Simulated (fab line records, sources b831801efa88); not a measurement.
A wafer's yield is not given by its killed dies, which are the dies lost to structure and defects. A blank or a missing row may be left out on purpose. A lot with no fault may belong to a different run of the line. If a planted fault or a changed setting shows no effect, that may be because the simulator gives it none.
fab line records | flow sky130
record: lots: 12 wafers: 36 last_day: 50
route steps=708 shown FIELD_ISO@3 VT_ADJUST_HVTP@94 POLY_GATE@231 LDD_LDN@301
lots untouched by any fault: they come from a run of this same line in which no faults occurred
start_h: the number of hours between the record's first day and the start of the first shown wafer of the lot | wait_h: hours elapsed since this lot's preceding step | " repeats the value in the row above | L1.1+2: one row covering several wafers at once | - no value, or no start was given | * or withheld: withheld | < > ~ a bound
route shown NAME@n: a module of which the file shows steps, and the number in the route of the first | usual: mean/standard deviation of fault-free wafers | same: alike in all rows | chamber/n: place in a boat | sites: per-site readings | _std_site: standard deviation of those values | _edge_site: the outer-site mean with the inner-site mean subtracted | radius_mm: for every site, how far away it sits from the centre of the wafer | mask NAME#n: copy n | behind: tool/chamber where the wafer was last shaped | hold: cause of the lot's hold/its duration in hours/its outcome | device: the n, p or np transistor that did not switch | end of line: the tests these same wafers got at the end of their route | a step given without rows: its recipe and nothing more | killed: not the wafer's yield, but the dies lost to structure and defects at the first sort | map: a wafer's dies, x killed, . not, _ none there
set.NAME: the setting that was run; set.NAME@STEP: the one run at that earlier step | model.NAME: the simulator's own value behind a step, which no gauge read
route steps across a sampled set of lots; one table per step, one row per wafer
services: the hour from which a tool's chamber was out of use, counted from the record's first day as start_h (under 0 if before that day), plus the number of hours and why
== steps ==
step: SKY_FIELD_ISO_THK_MEAS_02
recipe: reads: SiO2_of_FIELD_ISO_OXIDATION_01
usual: FIELD_ISO_OXIDATION_00_THK: 12.07/0.23
columns lot.wafer tool chamber start_h wait_h FIELD_ISO_OXIDATION_00_THK[nm]
L105.1 film_metro-01 - 12.13 0.0 12.40
L105.4 " - " " 12.41
L105.6 " - " " 12.06
L106.4 film_metro-01 - 18.11 0.0 12.12
L106.5 " - " " 11.97
L106.6 " - " " 12.05
L107.3 film_metro-01 - 23.72 0.0 11.90
L107.4 " - " " 11.62
L107.5 " - " " 11.81
L108.3 film_metro-03 - 27.87 0.0 12.15
L108.4 " - " " 12.20
L108.6 " - " " 12.33
L109.2 film_metro-02 - 32.08 0.0 12.28
L109.3 " - " " 12.12
L109.4 " - " " 12.33
L112.2 film_metro-03 - 47.59 0.0 11.94
L112.4 " - " " 12.14
L112.6 " - " " 12.13
L113.2 film_metro-03 - 51.64 0.0 11.92
L113.4 " - " " 11.73
L113.5 " - " " 11.74
L118.2 film_metro-01 - 76.64 0.0 12.17
L118.3 " - " " 12.11
L118.4 " - " " 12.13
L119.3 film_metro-03 - 81.65 0.0 12.25
L119.4 " - " " 11.85
L119.5 " - " " 12.05
L125.1 film_metro-03 - 111.82 0.0 12.03
L125.2 " - " " 12.07
L125.4 " - " " 12.03
L127.1 film_metro-01 - 124.06 0.0 11.89
L127.2 " - " " 12.05
L127.4 " - " " 12.05
L128.2 film_metro-03 - 128.28 0.0 12.15
L128.4 " - " " 11.98
L128.5 " - " " 11.86
step: SKY_VT_ADJUST_HVTP_IMPLANT_09
recipe: species: As energy_kev: 150 dose_cm2: 4.3e+12 tilt_deg: withheld
usual: beam_energy_keV: 150.00/0.047 faraday_current_uA: 24.3/0.45
columns lot.wafer tool chamber start_h wait_h beam_energy_keV faraday_current_uA
L105.1 implanter-03 0 122.50 0.0 150.03 24.5
L105.4 " 0 " " 150.07 24.5
L105.6 " 0 " " 149.95 24.1
L106.4 implanter-02 0 128.87 0.1 149.95 24.9
L106.5 " 0 " " 150.00 24.9
L106.6 " 0 " " 149.98 24.2
L107.3 implanter-04 0 138.50 0.1 149.97 24.2
L107.4 " 0 " " 149.98 23.9
L107.5 " 0 " " 149.88 24.6
L108.3 implanter-04 0 143.99 0.1 149.94 24.3
L108.4 " 0 " " 150.03 24.7
L108.6 " 0 " " 150.02 23.0
L109.2 implanter-02 0 149.22 0.0 150.11 24.9
L109.3 " 0 " " 150.06 24.4
L109.4 " 0 " " 150.00 24.6
L112.2 implanter-02 0 166.87 0.0 150.05 24.7
L112.4 " 0 " " 150.07 24.4
L112.6 " 0 " " 150.03 24.1
L113.2 implanter-04 0 170.82 0.0 150.01 24.1
L113.4 " 0 " " 149.97 24.4
L113.5 " 0 " " 149.99 24.5
L118.2 implanter-02 0 205.61 0.0 138.25 24.6
L118.3 " 0 " " 138.30 24.3
L118.4 " 0 " " 138.31 24.6
L119.3 implanter-02 0 208.05 0.1 138.20 24.0
L119.4 " 0 " " 138.32 23.9
L119.5 " 0 " " 138.31 24.0
L125.1 implanter-03 0 247.88 0.0 150.03 24.2
L125.2 " 0 " " 149.97 24.4
L125.4 " 0 " " 150.00 24.5
L127.1 implanter-04 0 264.03 0.0 150.05 24.3
L127.2 " 0 " " 150.04 24.0
L127.4 " 0 " " 150.03 24.2
L128.2 implanter-02 0 269.36 0.0 150.00 24.5
L128.4 " 0 " " 149.97 23.8
L128.5 " 0 " " 150.02 24.6
step: SKY_VT_ADJUST_HVTP_TW_MEAS_11
usual: VT_ADJUST_HVTP_TW: 1360/7.1
columns lot.wafer tool chamber start_h wait_h VT_ADJUST_HVTP_TW
L105.1 film_metro-02 - 122.75 0.1 1351
L105.4 " - " " 1353
L105.6 " - " " 1355
L106.4 film_metro-04 - 129.07 0.1 1365
L106.5 " - " " 1364
L106.6 " - " " 1371
L107.3 film_metro-04 - 138.72 0.1 1363
L107.4 " - " " 1353
L107.5 " - " " 1355
L108.3 film_metro-04 - 144.21 0.1 1360
L108.4 " - " " 1356
L108.6 " - " " 1363
L109.2 film_metro-03 - 149.46 0.1 1364
L109.3 " - " " 1361
L109.4 " - " " 1354
L112.2 film_metro-03 - 167.11 0.1 1349
L112.4 " - " " 1359
L112.6 " - " " 1352
L113.2 film_metro-03 - 171.05 0.1 1358
L113.4 " - " " 1351
L113.5 " - " " 1353
L118.2 film_metro-02 - 205.84 0.1 1336
L118.3 " - " " 1345
L118.4 " - " " 1329
L119.3 film_metro-03 - 208.27 0.1 1333
L119.4 " - " " 1328
L119.5 " - " " 1329
L125.1 film_metro-04 - 248.13 0.1 1363
L125.2 " - " " 1362
L125.4 " - " " 1368
L127.1 film_metro-04 - 264.28 0.1 1369
L127.2 " - " " 1368
L127.4 " - " " 1361
L128.2 film_metro-04 - 269.59 0.1 1361
L128.4 " - " " 1368
L128.5 " - " " 1365
step: SKY_POLY_GATE_ETCH_17
recipe: target_depth_nm: 180 stop_on: SiO2 over_etch_frac: 0.56667 chemistry: HBr/Cl2 target: poly-Si icp_w: 400 bias_w: 100 pressure_mtorr: 10 HBr_flow_sccm: 150 Cl2_flow_sccm: 50 time_s: 70.5
usual: drypump_motor_current_A: 5.5/0.52 oes_product_au: 0.989/0.007 throttle_valve_pct: 33.685/0.0088
same: over_etch_frac: 0.56667
columns lot.wafer tool chamber start_h wait_h drypump_motor_current_A oes_product_au rf_hours_counter_h throttle_valve_pct
L105.1 rie_si-02 3 370.17 0.0 5.2 0.993 16 33.693
L105.4 " 0 " " 5.1 0.987 3 33.674
L105.6 " 0 " " 5.0 0.983 - 33.694
L106.4 rie_si-02 1 386.97 0.0 5.4 0.979 26 33.683
L106.5 " 0 " " 5.0 0.995 - 33.677
L106.6 " 3 " " 5.2 0.990 - 33.689
L108.3 rie_si-01 2 398.06 0.0 5.4 0.984 2 33.686
L108.4 " 3 " " 5.0 0.992 57 33.676
L108.6 " 3 " " 5.0 0.983 - 33.670
L107.3 rie_si-02 3 398.07 0.0 5.2 0.984 16 33.682
L107.4 " 0 " " 5.1 0.998 3 33.699
L107.5 " 0 " " 5.0 0.982 - 33.697
L109.2 rie_si-01 1 408.02 0.0 6.7 0.995 3 33.691
L109.3 " 2 " " 5.4 1.002 2 33.689
L109.4 " 3 " " 5.0 0.998 57 33.677
L112.2 rie_si-02 3 429.71 0.0 5.2 0.985 16 33.686
L112.4 " 2 " " 5.5 0.989 5 33.685
L112.6 " 2 " " 5.5 0.990 - 33.680
L113.2 rie_si-01 1 438.41 0.0 6.7 0.985 4 33.690
L113.4 " 3 " " 5.0 0.978 58 33.682
L113.5 " 0 " " 5.7 0.989 - 33.669
L118.2 rie_si-02 3 483.36 0.0 5.2 0.988 17 33.691
L118.3 " 1 " " 5.4 0.985 27 33.676
L118.4 " 2 " " 5.5 0.980 6 33.666
L119.3 rie_si-01 0 488.71 0.0 5.7 0.993 38 33.697
L119.4 " 1 " " 6.7 1.004 - 33.689
L119.5 " 0 " " 5.7 0.985 - 33.686
L125.1 rie_si-01 0 542.82 0.0 5.7 0.995 38 33.693
L125.2 " 1 " " 6.7 0.993 4 33.698
L125.4 " 3 " " 5.0 0.989 0 33.689
L127.1 rie_si-01 2 557.92 0.0 5.5 0.988 2 33.682
L127.2 " 0 " " 5.7 0.986 39 33.685
L127.4 " 3 " " 5.0 0.997 0 33.694
L128.2 rie_si-02 3 566.81 0.0 5.2 0.991 17 33.701
L128.4 " 2 " " 5.5 0.991 6 33.692
L128.5 " 1 " " 5.4 0.987 - 33.695
step: SKY_LDD_LDN_STRIP_12
recipe: chemistry: O2/N2 power_w: 1400 pressure_mtorr: 1500 platen_temp_c: withheld o2_flow_sccm: 3000 n2_flow_sccm: 300 overash_fraction: 0.5
usual: drypump_motor_current_A: 5.58/0.21 oes_product_au: 0.716/0.0041 strip_time_to_endpoint_s: 14.19/0.036
columns lot.wafer tool chamber start_h wait_h drypump_motor_current_A oes_product_au rf_hours_counter_h strip_time_to_endpoint_s
L105.1 plasma_asher-02 1 527.96 0.1 5.59 0.713 71 14.17
L105.4 " 0 " " 5.37 0.717 - 14.17
L105.6 " 1 " " 5.61 0.720 - 14.12
L106.4 plasma_asher-01 1 545.79 0.1 5.94 0.711 - 14.20
L106.5 " 1 " " 5.96 0.712 - 14.19
L106.6 " 0 " " 5.44 0.715 - 14.20
L107.3 plasma_asher-04 0 555.54 0.1 5.65 0.719 - 14.25
L107.4 " 1 " " 5.45 0.723 - 14.20
L107.5 " 1 " " 5.43 0.714 - 14.22
L108.3 plasma_asher-04 0 556.74 0.1 5.67 0.715 - 14.19
L108.4 " 1 " " 5.43 0.714 - 14.20
L108.6 " 1 " " 5.44 0.705 - 14.15
L109.2 plasma_asher-02 1 564.11 0.1 5.58 0.721 75 14.19
L109.3 " 0 " " 5.35 0.716 - 14.21
L109.4 " 1 " " 5.59 0.715 - 14.20
L112.2 plasma_asher-04 1 586.10 0.1 5.46 0.716 47 14.21
L112.4 " 0 " " 5.69 0.717 - 14.22
L112.6 " 1 " " 5.44 0.715 - 14.21
L113.2 plasma_asher-01 1 593.41 0.1 5.98 0.716 93 14.27
L113.4 " 0 " " 5.48 0.714 - 14.25
L113.5 " 0 " " 5.49 0.717 - 14.25
L118.2 plasma_asher-02 1 635.45 0.1 5.58 0.717 82 14.15
L118.3 " 0 " " 5.33 0.717 - 14.12
L118.4 " 1 " " 5.59 0.719 - 14.15
L119.3 plasma_asher-02 0 643.01 0.1 5.35 0.712 - 14.23
L119.4 " 1 " " 5.58 0.713 - 14.15
L119.5 " 0 " " 5.37 0.717 - 14.18
L125.1 plasma_asher-02 1 692.13 0.1 5.59 0.713 87 14.20
L125.2 " 0 " " 5.35 0.715 87 14.16
L125.4 " 1 " " 5.58 0.716 - 14.19
L127.1 plasma_asher-02 0 704.96 0.1 5.35 0.714 89 14.23
L127.2 " 1 " " 5.60 0.714 89 14.19
L127.4 " 1 " " 5.60 0.716 - 14.21
L128.2 plasma_asher-04 0 712.91 0.1 5.67 0.716 60 14.17
L128.4 " 0 " " 5.67 0.720 - 14.18
L128.5 " 1 " " 5.42 0.722 - 14.17
== services ==
columns tool chamber start_h hours kind
implanter-02 - 100.37 0.7 repair
plasma_asher-02 - 179.21 4.6 repair
plasma_asher-02 - 197.42 2.8 pm
rie_si-02 3 208.30 2.9 repair
implanter-02 - 248.99 2.6 repair
rie_si-02 - 299.54 2.8 pm
plasma_asher-02 - 335.01 0.8 repair
implanter-02 - 370.11 14.3 repair
rie_si-01 3 378.76 4.4 repair
rie_si-01 - 393.05 2.8 pm
rie_si-01 2 400.09 4.0 repair
implanter-02 - 410.23 108.1 pm
plasma_asher-02 - 444.88 4.1 repair
plasma_asher-02 - 461.16 4.0 repair
implanter-02 - 518.29 2.3 pm
implanter-02 - 525.32 2.0 repair
implanter-02 - 550.36 1.5 repair
rie_si-02 - 561.63 1.8 repair
implanter-02 - 581.85 2.2 repair
implanter-02 - 586.64 0.6 repair
plasma_asher-02 - 602.70 2.5 repair
rie_si-02 - 645.38 0.1 repair
implanter-02 - 655.00 2.4 repair
rie_si-02 0 667.19 8.5 repair
== key ==
first_sign: step: SKY_VT_ADJUST_HVTP_IMPLANT_09 reading: beam_energy_keV direction: down sigmas: 99+ usual: * struck: *
effect: step: SKY_VT_ADJUST_HVTP_TW_MEAS_11 reading: VT_ADJUST_HVTP_TW direction: down sigmas: 3.7 usual: 1360 struck: 1334
met_at SKY_VT_ADJUST_HVTP_IMPLANT_09
struck_lots L118,L119
tester_left_out L118,L119
not_acting_at SKY_FIELD_ISO_THK_MEAS_02,SKY_POLY_GATE_ETCH_17,SKY_LDD_LDN_STRIP_12
onset_between 166.87 205.61
fault: kind: process_parameter_drift tool: implanter-02 chamber: - onset_h: 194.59 steps: SKY_VT_ADJUST_HVTP_IMPLANT_09 channel: energy_kev offset: * shape: step end_h: 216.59 acts_in: * stated: *
tester_left_out: of these lots the tester's yield and bins aren't shown, on N5 and GAA mostly nor the transistor test; their killed dies are dies lost to structure and defects alone, not to doping, threshold or leakage, so they don't give the yield
